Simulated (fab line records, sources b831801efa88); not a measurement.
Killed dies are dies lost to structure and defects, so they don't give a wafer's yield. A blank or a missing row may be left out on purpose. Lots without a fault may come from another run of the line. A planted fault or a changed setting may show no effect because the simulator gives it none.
Chamber matching | flow sky130 | SKY_LI_CONTACT_CMP_24 on cmp-02: 4 sister chambers
The step polishes, stops on PSG, t overpolish 20 s, target thk 0 nm. 4 wafers are shown with their chamber, then 8 later ones without.

WAFERS WITH THEIR CHAMBER
wafer  | chamber | time_to_endpoint_s (s)
L935.4 | 0       | 93
L934.1 | 2       | 88
L934.3 | 1       | 101
L941.1 | 3       | 94

WAFERS WITHOUT THEIR CHAMBER
wafer  | time_to_endpoint_s (s)
L941.2 | 100
L941.4 | 86
L946.1 | 96
L946.3 | 105
L946.4 | 90
L945.1 | 89
L945.2 | 97
L945.4 | 99

WHICH CHAMBER EACH WENT THROUGH
wafer  | from the rows above          | in truth
L941.2 | 1                            | 1
L941.4 | 2                            | 2
L946.1 | can't be placed: 3 or 0 or 1 | 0
L946.3 | 1                            | 1
L946.4 | can't be placed: 2 or 0 or 3 | 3
L945.1 | can't be placed: 2 or 0 or 3 | 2
L945.2 | can't be placed: 3 or 0 or 1 | 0
L945.4 | can't be placed: 1 or 3 or 0 | 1
Placed correctly: 3 of 8. Can't be placed from these rows: 5 (the true chamber is among the candidates in 5). Placed wrongly: 0.
How it was worked out, from the rows above alone: a wafer's distance from a chamber is the root of the sum, over the readings, of the square of ((its reading less the chamber's mean) divided by the reading's scatter). The wafer belongs to the nearest chamber; if the next one is less than 2 further off, it can't be placed. A chamber's mean is the mean of its shown wafers. The scatter: with one shown wafer a chamber, the root of the mean of the squares of how far each hidden wafer lies from its nearest shown one.
